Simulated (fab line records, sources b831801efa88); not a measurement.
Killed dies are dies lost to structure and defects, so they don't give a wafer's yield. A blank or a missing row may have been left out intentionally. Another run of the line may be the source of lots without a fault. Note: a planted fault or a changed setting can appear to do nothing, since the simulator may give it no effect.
Comparing a struck lot with a sound one	flow sky130	14 steps out of a route of 708
Sound: the wafers L950.3, L950.4, L950.5. Wafers L961.3, L961.4, L961.5 were the ones struck. Last of all comes the cause.
Per side, at each step with rows, come the tool, then ch with its chambers, and then its first start. Under that, the readings that differ: sound wafers	struck wafers	difference of the means	sigmas: that difference in standard deviations of wafers without a fault.
alike: same words and numbers on both sides, and readings whose means sit less than 2 such deviations apart. not compared: any withheld reading, any reading some wafer has no value for, any bound like >300 that may hide the same value, and any number with overlapping values for which the record gives no deviation.
Wherever a step has rows on one side only, a row that says differs or no value, or a row with sigmas, the two part there. Non-overlapping numbers with no deviation appear without sigmas and do not part them. A reading missing from all wafers of one side parts the sides only when that side holds two or more wafers.

first, 1 step without rows for these wafers: SKY_LDD_LDN_IMPLANT_11.
SKY_LDD_LDN_STRIP_12: strips in O2/N2.
  sound on plasma_asher-04 ch 0,1, day 26 06:27; struck on plasma_asher-04 ch 0,1, day 29 22:20
reading	sound	struck	difference	sigmas
strip_time_to_endpoint_s (s)	14.16 14.12 14.14	14.24 14.27 14.22	+0.10	+2
  alike: chamber_pressure_mTorr, drypump_motor_current_A, oes_product_au
  not compared: rf_hours_counter_h
SKY_LDD_LDN_TW_MEAS_13:
  struck on film_metro-03, day 29 22:26; sound on film_metro-02, day 26 06:32
reading	sound	struck	difference	sigmas
LDD_LDN_TW	1481 1471 1473	1503 1504 1491	+24	+2
then, 2 steps without rows for these wafers: SKY_LDD_LDN_CLEAN_14 (cleans in SC1/SC2, time 150 s); SKY_SPACER_CVD_00 (deposits Si3N4 from DCS/NH3, target thk 43.1 nm, time 740 s).
SKY_SPACER_THK_MEAS_01:
  struck on film_metro-02, day 29 23:52; sound on film_metro-04, day 26 07:51
  alike: SPACER_CVD_00_THK
SKY_SPACER_ETCHBACK_02: etches Si3N4 in CH3F/O2, stops on SiO2, time 46.7 s, target depth 45 nm.
  sound on rie_diel-01 ch 1,2,3, day 26 07:53; struck on rie_diel-02 ch 2,3, day 29 23:54
  alike: chamber_pressure_mTorr, drypump_motor_current_A, oes_product_au, throttle_valve_pct
  not compared: rf_hours_counter_h
then, 5 steps without rows for these wafers: SKY_POLY_CUT_DEHYDRATE_00 (time 60 s); SKY_POLY_CUT_HMDS_01 (prime time 60 s); SKY_POLY_CUT_COAT_02 (resist thk 60 nm); SKY_POLY_CUT_COAT_03 (resist thk 450 nm); SKY_POLY_CUT_SOFTBAKE_04 (time 90 s).
SKY_POLY_CUT_EXPOSE_05: exposes mask NPCM, target cd 270 nm.
  struck on krf_scanner-02, day 30 13:40; sound on krf_scanner-01 ch 0, day 26 21:58
  no value came back on the struck wafers for exposure_dose_mJ_cm2, focus_offset_nm (nm); on the sound wafers exposure_dose_mJ_cm2 reads 31.93 32.00 31.95
  alike: mask
then, 1 step without rows for these wafers: SKY_POLY_CUT_PEB_06.

== WHERE THEY PART ==
Last at SKY_POLY_CUT_EXPOSE_05 as far as this record goes, first at SKY_LDD_LDN_STRIP_12.

WHY: what had been put in by the simulator
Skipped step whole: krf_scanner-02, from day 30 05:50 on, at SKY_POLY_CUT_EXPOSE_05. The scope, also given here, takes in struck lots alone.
